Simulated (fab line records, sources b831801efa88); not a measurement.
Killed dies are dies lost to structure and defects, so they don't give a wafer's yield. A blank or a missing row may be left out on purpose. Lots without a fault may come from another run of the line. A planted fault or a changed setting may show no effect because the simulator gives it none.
Which tool did it? | flow sky130 | 12 lots, 36 wafers sampled, at 5 steps of a route of 708

WHAT THE GAUGES READ, wafer by wafer
The record holds no reading of a measuring or inspecting step that can be judged against a usual standard deviation.

WHICH TOOL RAN EACH LOT (tool, then ch and the chambers of the sampled wafers, then the start)
lot  | SKY_METAL1_SPUTTER_01        | SKY_METAL1_SPUTTER_04        | SKY_VIA1_SOFTBAKE_08              | SKY_VIA1_STRIP_16                    | SKY_PAD_OPEN_PROBE_99
L208 | pvd_sputter-01, day 32 00:30 | pvd_sputter-01, day 32 00:34 | litho_track-03 ch 0, day 33 17:00 | plasma_asher-02 ch 0, day 34 07:03   | prober-01, day 46 02:38
L209 | pvd_sputter-01, day 32 05:39 | pvd_sputter-01, day 32 05:43 | litho_track-02 ch 0, day 34 00:00 | plasma_asher-03 ch 0,1, day 34 14:10 | prober-02, day 46 05:49
L210 | pvd_sputter-01, day 32 14:17 | pvd_sputter-01, day 32 14:22 | litho_track-01 ch 0, day 34 07:00 | plasma_asher-03 ch 0,1, day 34 20:11 | prober-01, day 46 12:55
L212 | pvd_sputter-02, day 33 13:14 | pvd_sputter-02, day 33 13:19 | litho_track-01 ch 0, day 35 04:00 | plasma_asher-03 ch 0,1, day 35 18:33 | prober-01, day 47 04:55
L215 | pvd_sputter-04, day 34 06:58 | pvd_sputter-04, day 34 07:02 | litho_track-01 ch 0, day 35 22:00 | plasma_asher-03 ch 0,1, day 36 12:04 | prober-02, day 47 17:11
L218 | pvd_sputter-02, day 35 06:26 | pvd_sputter-02, day 35 06:31 | litho_track-02 ch 0, day 36 23:00 | plasma_asher-04 ch 0,1, day 37 11:49 | prober-01, day 48 11:32
L219 | pvd_sputter-04, day 35 15:53 | pvd_sputter-04, day 35 15:58 | litho_track-02 ch 0, day 37 08:00 | plasma_asher-02 ch 0, day 37 21:37   | prober-02, day 48 20:49
L222 | pvd_sputter-04, day 36 11:02 | pvd_sputter-04, day 36 11:07 | litho_track-01 ch 0, day 38 02:00 | plasma_asher-03 ch 0,1, day 38 14:40 | prober-01, day 49 06:46
L224 | pvd_sputter-02, day 37 10:08 | pvd_sputter-02, day 37 10:12 | litho_track-01 ch 0, day 39 01:00 | plasma_asher-04 ch 0,1, day 39 14:13 | prober-01, day 49 23:46
L227 | pvd_sputter-04, day 38 00:41 | pvd_sputter-04, day 38 00:46 | litho_track-03 ch 0, day 39 15:00 | plasma_asher-02 ch 0,1, day 40 03:54 | prober-01, day 50 09:40
L228 | pvd_sputter-01, day 38 01:22 | pvd_sputter-01, day 38 01:26 | litho_track-02 ch 0, day 39 16:00 | plasma_asher-04 ch 0,1, day 40 05:01 | prober-02, day 50 11:10
L229 | pvd_sputter-02, day 38 05:38 | pvd_sputter-02, day 38 05:42 | litho_track-02 ch 0, day 39 21:00 | plasma_asher-04 ch 0,1, day 40 09:51 | prober-01, day 50 13:40
- SKY_METAL1_SPUTTER_01: material TiN, target thk 20 nm, time 16.7 s.
- SKY_METAL1_SPUTTER_04: material TiN, target thk 70 nm, time 58.3 s.
- SKY_VIA1_SOFTBAKE_08: time 90 s.
- SKY_VIA1_STRIP_16: strips in O2/N2.
- SKY_PAD_OPEN_PROBE_99

WHAT THE TOOLS THEMSELVES READ (means of the sampled wafers that have a number; where no wafer has one, the mark that the record gives instead)
SKY_METAL1_SPUTTER_01. Usual: throttle_valve_pct 30.3 %, standard deviation 1.3.
lot  | tool           | throttle_valve_pct (%) | flag
L208 | pvd_sputter-01 | 30.8                   |
L209 | pvd_sputter-01 | 30.4                   |
L210 | pvd_sputter-01 | 30.5                   |
L212 | pvd_sputter-02 | 31.1                   |
L215 | pvd_sputter-04 | 28.6                   |
L218 | pvd_sputter-02 | 31.4                   |
L219 | pvd_sputter-04 | 29.3                   |
L222 | pvd_sputter-04 | 28.9                   |
L224 | pvd_sputter-02 | 31.4                   |
L227 | pvd_sputter-04 | 29.0                   |
L228 | pvd_sputter-01 | 30.8                   |
L229 | pvd_sputter-02 | 31.1                   |

SKY_METAL1_SPUTTER_04. Usual: throttle_valve_pct 30.3 %, standard deviation 1.3.
lot  | tool           | throttle_valve_pct (%) | flag
L208 | pvd_sputter-01 | 30.7                   |
L209 | pvd_sputter-01 | 30.3                   |
L210 | pvd_sputter-01 | 30.4                   |
L212 | pvd_sputter-02 | 31.2                   |
L215 | pvd_sputter-04 | 28.7                   |
L218 | pvd_sputter-02 | 31.2                   |
L219 | pvd_sputter-04 | 29.3                   |
L222 | pvd_sputter-04 | 29.1                   |
L224 | pvd_sputter-02 | 31.2                   |
L227 | pvd_sputter-04 | 28.9                   |
L228 | pvd_sputter-01 | 30.7                   |
L229 | pvd_sputter-02 | 30.8                   |

SKY_VIA1_SOFTBAKE_08. Usual: heater_power_total_W 57.35 W, standard deviation 0.11; plate_temp_C 99.99 C, standard deviation 0.13; run_length_s 119.12 s, standard deviation 0.25.
lot  | tool           | heater_power_total_W (W) | plate_temp_C (C) | run_length_s (s) | flag
L208 | litho_track-03 | 57.29                    | 99.95            | 119.00           |
L209 | litho_track-02 | 57.36                    | 100.21           | 118.86           |
L210 | litho_track-01 | 57.39                    | 100.10           | 119.52           |
L212 | litho_track-01 | 57.49                    | 99.80            | 119.53           |
L215 | litho_track-01 | 57.32                    | 99.95            | 119.38           |
L218 | litho_track-02 | 57.39                    | 100.03           | 118.94           |
L219 | litho_track-02 | 57.36                    | 99.93            | 118.96           |
L222 | litho_track-01 | 72.94                    | -                | 72.85            | OFF
L224 | litho_track-01 | 73.10                    | -                | 72.93            | OFF
L227 | litho_track-03 | 57.39                    | 99.93            | 119.01           |
L228 | litho_track-02 | 57.53                    | 100.04           | 118.91           |
L229 | litho_track-02 | 57.27                    | 99.94            | 118.89           |

SKY_VIA1_STRIP_16. Usual: drypump_motor_current_A 5.9 A, standard deviation 0.39; oes_product_au 0.415 a.u., standard deviation 0.0043; strip_time_to_endpoint_s 4.462 s, standard deviation 0.021.
lot  | tool            | drypump_motor_current_A (A) | oes_product_au (a.u.) | strip_time_to_endpoint_s (s) | flag
L208 | plasma_asher-02 | 5.4                         | 0.414                 | 4.470                        |
L209 | plasma_asher-03 | 5.9                         | 0.415                 | 4.446                        |
L210 | plasma_asher-03 | 5.7                         | 0.416                 | 4.475                        |
L212 | plasma_asher-03 | 5.7                         | 0.413                 | 4.453                        |
L215 | plasma_asher-03 | 5.9                         | 0.414                 | 4.464                        |
L218 | plasma_asher-04 | 6.2                         | 0.417                 | 4.430                        |
L219 | plasma_asher-02 | 5.4                         | 0.411                 | 4.453                        |
L222 | plasma_asher-03 | 5.9                         | 0.417                 | 4.507                        |
L224 | plasma_asher-04 | 6.1                         | 0.417                 | 4.494                        |
L227 | plasma_asher-02 | 5.6                         | 0.413                 | 4.447                        |
L228 | plasma_asher-04 | 6.1                         | 0.416                 | 4.473                        |
L229 | plasma_asher-04 | 6.1                         | 0.417                 | 4.463                        |

SKY_PAD_OPEN_PROBE_99. Usual: defect_limited_yield 82.2 %, standard deviation 1.9; killed_at_M0_to_M3 44, standard deviation 6.6; killed_at_M4_up 3.4, standard deviation 1.9; killed_at_contacts 25, standard deviation 5.6; killed_at_front_end 15, standard deviation 4.6; killed_at_other 0.3, standard deviation 0.6; killed_dies 88, standard deviation 9.5; killed_open 47, standard deviation 7.1; killed_short 40, standard deviation 6.4; sort_bin_3_pad_short 1.0 %, standard deviation 0.47; sort_bin_5_function 10.4 %, standard deviation 1.4; sort_bin_6_memory 6.4 %, standard deviation 1.1; sort_n_pass 404, standard deviation 9.5; sort_yield_pct 82.2 %, standard deviation 1.9.
lot  | tool      | defect_limited_yield (%) | killed_at_M0_to_M3 | killed_at_M4_up | killed_at_contacts | killed_at_front_end | killed_at_other | killed_dies | killed_open | killed_short | sort_bin_3_pad_short (%) | sort_bin_5_function (%) | sort_bin_6_memory (%) | sort_n_pass | sort_yield_pct (%) | flag
L208 | prober-01 | 82.3                     | 48                 | 2.3             | 22                 | 15                  | 0.0             | 87          | 45          | 42           | 1.3                      | 9.6                     | 6.8                   | 405         | 82.3               |
L209 | prober-02 | 80.8                     | 46                 | 3.0             | 30                 | 15                  | 0.0             | 94          | 52          | 42           | 0.9                      | 10.5                    | 7.8                   | 398         | 80.8               |
L210 | prober-01 | 81.1                     | 50                 | 2.7             | 23                 | 17                  | 0.0             | 93          | 51          | 42           | 0.8                      | 11.5                    | 6.6                   | 399         | 81.1               |
L212 | prober-01 | 85.7                     | 36                 | 2.0             | 19                 | 13                  | 0.0             | 71          | 37          | 34           | 0.4                      | 8.6                     | 5.3                   | 421         | 85.7               |
L215 | prober-02 | 80.7                     | 52                 | 3.3             | 28                 | 12                  | 0.3             | 95          | 53          | 42           | 1.1                      | 11.2                    | 7.0                   | 397         | 80.7               |
L218 | prober-01 | 81.1                     | 44                 | 5.0             | 27                 | 16                  | 0.3             | 93          | 52          | 41           | 1.2                      | 11.0                    | 6.6                   | 399         | 81.1               |
L219 | prober-02 | 81.8                     | 44                 | 3.3             | 24                 | 18                  | 0.0             | 89          | 49          | 40           | 0.9                      | 11.4                    | 5.9                   | 403         | 81.8               |
L222 | prober-01 | 83.4                     | 37                 | 2.3             | 24                 | 18                  | 0.3             | 82          | 43          | 39           | 0.9                      | 9.4                     | 6.2                   | 410         | 83.4               |
L224 | prober-01 | 82.0                     | 45                 | 4.3             | 24                 | 15                  | 0.0             | 88          | 41          | 47           | 1.3                      | 9.4                     | 7.2                   | 404         | 82.0               |
L227 | prober-01 | 80.7                     | 47                 | 2.7             | 30                 | 15                  | 0.0             | 95          | 53          | 42           | 0.7                      | 12.6                    | 6.0                   | 397         | 80.7               |
L228 | prober-02 | 81.4                     | 41                 | 2.7             | 26                 | 22                  | 0.3             | 92          | 45          | 46           | 1.4                      | 11.3                    | 6.0                   | 400         | 81.4               |
L229 | prober-01 | 81.8                     | 41                 | 3.0             | 29                 | 16                  | 0.3             | 89          | 50          | 39           | 0.9                      | 11.1                    | 6.2                   | 403         | 81.8               |

THE ANSWER, worked out from the rows above alone
Rule: a lot is off if the mean of its wafers that have a number lies more than 3 standard deviations from the usual mean. A lot without any number at a reading at which 4 lots or more have one is off too. The other lots that the step has rows for count as sound. The gauges are gone through in route order, then the tools' own readings, and for those a lot's mean is taken as printed above. The first step at which some lot is off is used, and at that step the reading that is off furthest; a lot without a number counts as furthest.
Off: L222, L224, at SKY_VIA1_SOFTBAKE_08 (plate_temp_C). Without a number there: L222, L224.
A tool fits if, at that step or a process step before it, it ran every lot that is off, and no sound lot after the first of them. One fits: litho_track-01 at SKY_VIA1_SOFTBAKE_08. Its last sound lot is L215 (day 35 22:00), its first lot that is off L222 (day 38 02:00): a fault that began between those two fits.
The tool's own readings at SKY_VIA1_SOFTBAKE_08 bear it out: on the lots that are off they differ by more than 5 times the standard deviation of the sound lots' means. heater_power_total_W reads 73.02 W there against 57.38 W on the sound lots; run_length_s reads 72.89 s there against 119.10 s on the sound lots.
Blank at SKY_VIA1_SOFTBAKE_08 on the lots that are off, where sound lots have numbers: plate_temp_C.

WHAT THE SIMULATOR HAD PUT IN
Process parameter drift: litho_track-01, from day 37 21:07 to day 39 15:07, at SKY_VIA1_SOFTBAKE_08. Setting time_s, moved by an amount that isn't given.
Lots struck among those shown: L222, L224. The rule above found the same.
